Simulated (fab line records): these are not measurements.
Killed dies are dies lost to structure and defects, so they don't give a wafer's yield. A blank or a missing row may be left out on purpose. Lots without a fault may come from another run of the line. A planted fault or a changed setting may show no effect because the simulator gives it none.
Which of the tools did it? -- flow gf180mcu -- 13 lots, 39 wafers sampled, at 3 steps of a route of 602

WHAT THE GAUGES READ, wafer by wafer
GF_SALICIDE_THK_MEAS_05: measures by xrf. Usual: SALICIDE_TIN_THK gives 19.95 nm (standard deviation 0.27).
lot,measured,on,SALICIDE_TIN_THK (nm),flag
L238,day 15 16:33,film_metro-03,19.78 19.90 19.91,
L239,day 16 01:52,film_metro-01,19.59 19.47 19.38,
L240,day 16 12:10,film_metro-03,20.35 19.88 20.16,
L242,day 17 05:12,film_metro-03,20.15 20.16 20.06,
L247,day 18 20:41,film_metro-01,20.17 20.02 20.49,
L249,day 19 15:54,film_metro-01,20.17 20.23 20.15,
L253,day 20 23:35,film_metro-02,20.01 20.03 19.81,
L254,day 21 10:01,film_metro-01,19.79 19.83 20.13,
L255,day 21 14:59,film_metro-02,19.84 19.60 19.93,
L256,day 22 07:04,film_metro-02,19.75 19.95 20.20,
L258,day 22 16:22,film_metro-03,19.93 19.74 19.38,
L259,day 23 02:51,film_metro-02,20.03 20.21 20.16,
L260,day 23 08:53,film_metro-01,20.43 20.76 20.11,

GF_V2_BOW_MEAS_05. Usual: V2_BOW gives 99 um (standard deviation 7.8).
lot,measured,on,V2_BOW (um),flag
L238,day 19 20:58,film_metro-01,100 103 105,
L239,day 20 07:07,film_metro-01,94 96 92,
L240,day 20 16:50,film_metro-01,111 104 100,
L242,day 21 12:50,film_metro-01,114 93 113,
L247,day 23 03:13,film_metro-04,114 100 102,
L249,day 23 23:01,film_metro-04,101 91 86,
L253,day 25 00:13,film_metro-01,98 109 96,
L254,day 25 11:12,film_metro-04,96 92 93,
L255,day 25 16:01,film_metro-03,106 95 95,
L256,day 26 06:35,film_metro-04,92 94 99,
L258,day 26 15:19,film_metro-04,94 94 93,
L259,day 27 00:38,film_metro-03,98 96 98,
L260,day 27 05:29,film_metro-01,105 96 97,

TOOL THAT RAN EACH LOT (tool first, then ch and the chambers of the sampled wafers, then the start)
lot,GF_CONTACT_CVD_02
L238,"pecvd-04 ch 0,1, day 15 16:59"
L239,"pecvd-04 ch 1,2, day 16 02:19"
L240,"pecvd-02 ch 0,1, day 16 12:37"
L242,"pecvd-02 ch 0,1,2, day 17 05:46"
L247,"pecvd-02 ch 1,2, day 18 21:08"
L249,"pecvd-04 ch 0,1,2, day 19 16:22"
L253,"pecvd-04 ch 0,1,2, day 21 00:02"
L254,"pecvd-04 ch 0,2, day 21 10:28"
L255,"pecvd-04 ch 0,1,2, day 21 15:27"
L256,"pecvd-02 ch 1,2, day 22 07:31"
L258,"pecvd-02 ch 1,2, day 22 17:02"
L259,"pecvd-02 ch 1,2, day 23 03:18"
L260,"pecvd-04 ch 0,1,2, day 23 09:26"
- GF_CONTACT_CVD_02: deposits SiO2 from TEOS, target thk 860 nm, time 95.992 s.

AS READ BY THE TOOLS THEMSELVES (means over the sampled wafers that have a number; for cases with no such wafer, the mark the record gives instead)
GF_CONTACT_CVD_02. Usual: heater_power_w at 642 W, with a standard deviation of 74.
lot,tool,heater_power_w (W),flag
L238,pecvd-04,652,
L239,pecvd-04,667,
L240,pecvd-02,605,
L242,pecvd-02,628,
L247,pecvd-02,559,
L249,pecvd-04,687,
L253,pecvd-04,661,
L254,pecvd-04,650,
L255,pecvd-04,648,
L256,pecvd-02,546,
L258,pecvd-02,538,
L259,pecvd-02,550,
L260,pecvd-04,643,

THE ANSWER, worked out from the rows above alone
Rule: a lot is off if the mean of its wafers that have a number lies more than 3 standard deviations from the usual mean. A lot without any number at a reading at which 4 lots or more have one is off too. Where the step has rows for the other lots, those lots are counted as sound. The gauges are gone through in route order, then the tools' own readings, and for those a lot's mean is taken as printed above. The first step at which some lot is off is used, and at that step the reading that is off furthest; a lot without a number counts as furthest.
None of the lots is off at any reading shown; this tells nothing.

WHAT HAD BEEN PUT IN BY THE SIMULATOR
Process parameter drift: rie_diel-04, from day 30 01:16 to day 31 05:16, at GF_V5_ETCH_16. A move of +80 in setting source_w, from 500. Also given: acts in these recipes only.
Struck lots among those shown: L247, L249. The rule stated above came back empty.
